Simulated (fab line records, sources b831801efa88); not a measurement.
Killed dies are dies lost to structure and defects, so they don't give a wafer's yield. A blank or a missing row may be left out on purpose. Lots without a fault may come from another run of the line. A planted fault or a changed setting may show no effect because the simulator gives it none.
fab line records | flow gf180mcu
record lots=15 wafers=45 last_day=34
route steps=602 shown MVSD@70 PSD@261 SAB@273 SALICIDE@284
lots that met no fault: from a run of the same line without faults
start_h: hours from the record's first day to the start of the lot's first wafer shown | wait_h: hours since the lot's step before | " the same as in the row above | L1.1+2: a row that stands for several wafers | - no value, or no start given | * or withheld: withheld | < > ~ a bound
route shown NAME@n: a module of which the file shows steps, and the number in the route of the first | usual: mean/standard deviation of fault-free wafers | same: alike in all rows | chamber/n: place in a boat | sites: the reading at each site | _std_site: their standard deviation | _edge_site: outer sites' mean less inner sites' | radius_mm: how far each site lies from the wafer's centre | mask NAME#n: copy n | behind: the tool/chamber that last shaped the wafer | hold: why the lot was held/for how many hours/how that ended | device: the transistor (n, p or np) that didn't switch | end of line: the same wafers' tests at the end of the route | a step without rows: its recipe alone | killed: dies lost to structure and defects at the first sort, not the wafer's yield | map: a wafer's dies, x killed, . not, _ none there
set.NAME: the setting as run; set.NAME@STEP: as run at that earlier step | model.NAME: the simulator's own value behind a step, which no gauge read
steps of the route over a sample of lots; a table a step, a row a wafer
services: from which hour (start_h, from the record's first day; less than 0 if before it) a tool's chamber was out of use, for how many hours, and why
## steps
# step GF_MVSD_EXPOSE_04
# recipe mask_id=MVSD target_cd_nm=1000 na=0.6 source_shape=conventional sigma_outer=0.6 dose_mj=260
# usual exposure_dose_mJ_cm2=259.98/0.23 focus_offset_nm=0.0/0.53 reticle_temp_C=23.00/0.099
# columns lot.wafer tool chamber start_h wait_h mask exposure_dose_mJ_cm2 focus_offset_nm reticle_temp_C
L945.1 iline_stepper-01 0 84.79 - MVSD#0 259.68 -0.6 23.20
L945.2 " 0 " " MVSD#0 259.68 -0.9 23.05
L945.5 " 0 " " MVSD#0 260.25 -0.6 23.16
L947.3 iline_stepper-01 0 94.18 - MVSD#0 259.71 0.0 23.00
L947.5 " 0 " " MVSD#0 260.17 0.5 22.78
L947.6 " 0 " " MVSD#0 259.93 0.0 22.91
L948.2 iline_stepper-01 0 100.40 - MVSD#0 259.86 0.8 22.93
L948.3 " 0 " " MVSD#0 260.17 1.1 22.96
L948.4 " 0 " " MVSD#0 259.57 0.0 23.05
L951.1 iline_stepper-01 - 116.98 - MVSD#0 - - -
L951.2 " - " " MVSD#0 - - -
L951.4 " - " " MVSD#0 - - -
L952.1 iline_stepper-01 - 122.47 - MVSD#0 - - -
L952.2 " - " " MVSD#0 - - -
L952.3 " - " " MVSD#0 - - -
L953.1 iline_stepper-02 - 129.16 - MVSD#0 - - -
L953.2 " - " " MVSD#0 - - -
L953.6 " - " " MVSD#0 - - -
L955.1 iline_stepper-02 0 140.04 - MVSD#0 260.26 0.1 22.84
L955.3 " 0 " " MVSD#0 260.37 -0.7 22.90
L955.4 " 0 " " MVSD#0 260.22 -0.7 22.86
L957.1 iline_stepper-02 0 151.02 - MVSD#0 259.81 -0.1 23.24
L957.5 " 0 " " MVSD#0 260.20 0.0 23.25
L957.6 " 0 " " MVSD#0 260.18 -0.1 23.12
L959.1 iline_stepper-02 0 160.85 - MVSD#0 260.03 0.4 23.08
L959.2 " 0 " " MVSD#0 260.08 -0.1 23.15
L959.6 " 0 " " MVSD#0 259.77 0.1 23.04
L961.1 iline_stepper-02 0 174.50 - MVSD#0 259.14 -0.8 22.99
L961.2 " 0 " " MVSD#0 259.91 -1.0 22.89
L961.5 " 0 " " MVSD#0 259.73 -0.7 22.81
L962.1 iline_stepper-01 0 180.60 - MVSD#0 259.96 0.6 22.84
L962.3 " 0 " " MVSD#0 260.14 0.7 22.93
L962.6 " 0 " " MVSD#0 259.99 0.5 22.86
L964.1 iline_stepper-02 0 189.49 - MVSD#0 260.02 0.5 23.04
L964.2 " 0 " " MVSD#0 259.94 0.3 23.14
L964.5 " 0 " " MVSD#0 259.48 -0.6 22.96
L965.1 iline_stepper-02 0 195.67 - MVSD#0 259.87 -0.5 22.88
L965.3 " 0 " " MVSD#0 259.82 -0.3 23.02
L965.6 " 0 " " MVSD#0 259.67 0.3 23.03
L967.1 iline_stepper-02 0 208.32 - MVSD#0 260.07 -0.8 22.96
L967.2 " 0 " " MVSD#0 260.10 -0.7 23.08
L967.4 " 0 " " MVSD#0 259.85 0.1 23.06
L966.1 iline_stepper-02 0 209.03 - MVSD#0 259.92 0.4 22.90
L966.2 " 0 " " MVSD#0 259.90 0.2 23.03
L966.5 " 0 " " MVSD#0 260.10 1.0 22.86
# step GF_PSD_RTA_13
# recipe temp_c=1025 time_s=20 ambient=N2
# usual lamp_power_pct=36.9/1.4 wafer_temp_C_max=1032.8/1.5
# same time_s=20
# columns lot.wafer tool chamber start_h wait_h lamp_power_pct wafer_temp_C_max
L945.1 rtp_anneal-02 0 331.49 0.0 38.1 1030.8
L945.2 " 0 " " 38.1 1033.1
L945.5 " 0 " " 38.1 1033.9
L947.3 rtp_anneal-02 0 346.01 0.0 38.1 1031.2
L947.5 " 0 " " 38.1 1031.6
L947.6 " 0 " " 38.1 1032.3
L948.2 rtp_anneal-01 0 360.41 0.0 35.2 1031.4
L948.3 " 0 " " 35.2 1032.8
L948.4 " 0 " " 35.3 1030.3
L951.1 rtp_anneal-02 0 386.93 0.0 38.1 1033.8
L951.2 " 0 " " 38.1 1030.4
L951.4 " 0 " " 38.2 1032.4
L952.1 rtp_anneal-01 0 387.27 0.0 35.2 1031.8
L952.2 " 0 " " 35.2 1032.4
L952.3 " 0 " " 35.2 1033.9
L953.1 rtp_anneal-01 0 403.74 0.0 35.2 1033.2
L953.2 " 0 " " 35.2 1031.6
L953.6 " 0 " " 35.3 1034.4
L955.1 rtp_anneal-02 0 422.08 0.0 38.2 1031.5
L955.3 " 0 " " 38.1 1032.9
L955.4 " 0 " " 38.1 1035.0
L957.1 rtp_anneal-02 0 435.38 0.0 38.1 1031.5
L957.5 " 0 " " 38.1 1032.8
L957.6 " 0 " " 38.1 1034.8
L959.1 rtp_anneal-02 0 447.75 0.0 38.1 1034.3
L959.2 " 0 " " 38.1 1032.5
L959.6 " 0 " " 38.1 1033.2
L961.1 rtp_anneal-01 0 460.70 0.0 35.2 1032.8
L961.2 " 0 " " 35.2 1032.4
L961.5 " 0 " " 35.2 1034.4
L962.1 rtp_anneal-02 0 472.33 0.0 38.1 1034.5
L962.3 " 0 " " 38.1 1035.3
L962.6 " 0 " " 38.0 1032.6
L964.1 rtp_anneal-01 0 490.29 0.0 35.3 1033.6
L964.2 " 0 " " 35.2 1032.3
L964.5 " 0 " " 35.3 1034.7
L965.1 rtp_anneal-02 0 495.50 0.0 38.1 1033.4
L965.3 " 0 " " 38.1 1030.8
L965.6 " 0 " " 38.1 1031.0
L966.1 rtp_anneal-02 0 515.38 0.0 38.1 1031.2
L966.2 " 0 " " 38.1 1033.1
L966.5 " 0 " " 38.1 1031.3
L967.1 rtp_anneal-02 0 518.24 0.0 38.1 1031.4
L967.2 " 0 " " 38.1 1033.6
L967.4 " 0 " " 38.1 1033.9
# step GF_SAB_CD_MEAS_09
# recipe target_cd_nm=420
# usual cd_nm=419.5/2.1
# columns lot.wafer tool chamber start_h wait_h cd_nm
L945.1 cd_sem-02 - 352.31 0.1 416.9
L945.2 " - " " 419.4
L945.5 " - " " 419.8
L947.3 cd_sem-01 - 368.96 0.1 422.5
L947.5 " - " " 422.7
L947.6 " - " " 424.6
L948.2 cd_sem-01 - 382.99 0.1 420.6
L948.3 " - " " 419.9
L948.4 " - " " 420.9
L951.1 cd_sem-02 - 410.56 0.1 418.1
L951.2 " - " " 415.5
L951.4 " - " " 418.8
L952.1 cd_sem-01 - 410.78 0.1 423.7
L952.2 " - " " 422.5
L952.3 " - " " 421.9
L953.1 cd_sem-02 - 428.01 0.1 415.1
L953.2 " - " " 416.0
L953.6 " - " " 415.2
L955.1 cd_sem-01 - 446.37 0.1 418.6
L955.3 " - " " 418.2
L955.4 " - " " 419.4
L957.1 cd_sem-01 - 459.38 0.1 421.6
L957.5 " - " " 421.7
L957.6 " - " " 421.9
L959.1 cd_sem-01 - 472.02 0.1 420.7
L959.2 " - " " 419.2
L959.6 " - " " 421.7
L961.1 cd_sem-01 - 485.09 0.2 421.3
L961.2 " - " " 418.9
L961.5 " - " " 420.6
L962.1 cd_sem-02 - 496.41 0.1 417.4
L962.3 " - " " 419.4
L962.6 " - " " 417.9
L964.1 cd_sem-02 - 513.57 0.1 420.1
L964.2 " - " " 421.7
L964.5 " - " " 421.8
L965.1 cd_sem-01 - 518.57 0.1 419.4
L965.3 " - " " 420.7
L965.6 " - " " 420.3
L966.1 cd_sem-02 - 538.57 0.1 417.6
L966.2 " - " " 418.2
L966.5 " - " " 416.9
L967.1 cd_sem-01 - 541.81 0.1 419.3
L967.2 " - " " 416.2
L967.4 " - " " 417.3
# step GF_SALICIDE_RTA_06
# recipe temp_c=530 time_s=30 ambient=N2
# usual lamp_power_pct=6.67/0.26 wafer_temp_C_max=534.0/0.73
# same time_s=30
# columns lot.wafer tool chamber start_h wait_h lamp_power_pct wafer_temp_C_max
L945.1 rtp_anneal-02 0 353.04 0.1 6.91 534.0
L945.2 " 0 " " 6.90 533.9
L945.5 " 0 " " 6.90 533.8
L947.3 rtp_anneal-02 0 369.73 0.1 6.91 535.2
L947.5 " 0 " " 6.93 534.3
L947.6 " 0 " " 6.92 533.7
L948.2 rtp_anneal-01 0 383.72 0.1 6.39 535.0
L948.3 " 0 " " 6.39 533.5
L948.4 " 0 " " 6.39 533.2
L951.1 rtp_anneal-02 0 411.29 0.1 6.91 533.1
L951.2 " 0 " " 6.92 533.9
L951.4 " 0 " " 6.93 534.3
L952.1 rtp_anneal-02 0 411.52 0.1 6.91 533.7
L952.2 " 0 " " 6.91 533.5
L952.3 " 0 " " 6.91 533.2
L953.1 rtp_anneal-01 0 428.75 0.1 6.39 532.9
L953.2 " 0 " " 6.39 533.1
L953.6 " 0 " " 6.39 534.8
L955.1 rtp_anneal-02 0 447.10 0.1 6.92 533.0
L955.3 " 0 " " 6.92 534.9
L955.4 " 0 " " 6.90 534.6
L957.1 rtp_anneal-02 0 460.27 0.1 6.91 534.0
L957.5 " 0 " " 6.92 534.6
L957.6 " 0 " " 6.93 533.3
L959.1 rtp_anneal-01 0 472.76 0.1 6.41 535.6
L959.2 " 0 " " 6.38 533.2
L959.6 " 0 " " 6.40 534.8
L961.1 rtp_anneal-01 0 485.95 0.1 6.39 535.0
L961.2 " 0 " " 6.39 533.9
L961.5 " 0 " " 6.40 533.3
L962.1 rtp_anneal-01 0 497.16 0.1 6.40 532.8
L962.3 " 0 " " 6.39 534.7
L962.6 " 0 " " 6.38 533.9
L964.1 rtp_anneal-01 0 514.38 0.1 6.40 533.8
L964.2 " 0 " " 6.38 536.0
L964.5 " 0 " " 6.39 533.8
L965.1 rtp_anneal-01 0 519.43 0.1 6.39 533.6
L965.3 " 0 " " 6.40 535.0
L965.6 " 0 " " 6.39 534.6
L966.1 rtp_anneal-02 0 539.39 0.1 6.92 534.0
L966.2 " 0 " " 6.92 533.5
L966.5 " 0 " " 6.92 534.1
L967.1 rtp_anneal-02 0 542.61 0.1 6.92 533.1
L967.2 " 0 " " 6.91 533.8
L967.4 " 0 " " 6.91 533.7
## services
# columns tool chamber start_h hours kind
rtp_anneal-01 - 66.14 90.0 pm
iline_stepper-01 - 72.96 4.8 repair
iline_stepper-02 - 95.16 8.9 pm
iline_stepper-01 - 145.43 1.7 pm
iline_stepper-02 0 183.28 - calibration
iline_stepper-01 0 201.50 - calibration
iline_stepper-01 - 202.49 8.5 repair
iline_stepper-02 - 222.70 4.4 pm
iline_stepper-02 - 228.65 1.7 pm
rtp_anneal-02 - 263.69 4.0 pm
rtp_anneal-01 - 288.19 5.9 pm
rtp_anneal-01 - 357.45 2.7 pm
iline_stepper-01 - 363.61 1.7 pm
iline_stepper-02 0 397.41 - calibration
iline_stepper-01 0 407.89 - calibration
iline_stepper-02 - 446.83 1.7 pm
iline_stepper-01 - 475.03 5.1 repair
iline_stepper-01 - 531.94 4.4 pm
## key
first_sign step=GF_MVSD_EXPOSE_04 reading=tool_record direction=missing
effect none on later readings
met_at GF_MVSD_EXPOSE_04
struck_lots L951,L952,L953
sort_left_out L951.1,L951.2,L951.4,L952.1,L952.2,L952.3,L953.1,L953.2,L953.6
tester_left_out L951,L952,L953
not_acting_at GF_PSD_RTA_13,GF_SAB_CD_MEAS_09,GF_SALICIDE_RTA_06
onset_between 100.40 116.98
fault kind=skipped_step_whole tool=iline_stepper-01,iline_stepper-02 chamber=- onset_h=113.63 steps=GF_MVSD_EXPOSE_04 scope=struck_lots_only
# tester_left_out: of these lots the tester's yield and bins aren't shown, on N5 and GAA mostly nor the transistor test; their killed dies are dies lost to structure and defects alone, not to doping, threshold or leakage, so they don't give the yield
# sort_left_out: the simulated sort isn't trusted on such a fault, so these wafers' sort isn't shown, and their yield isn't known
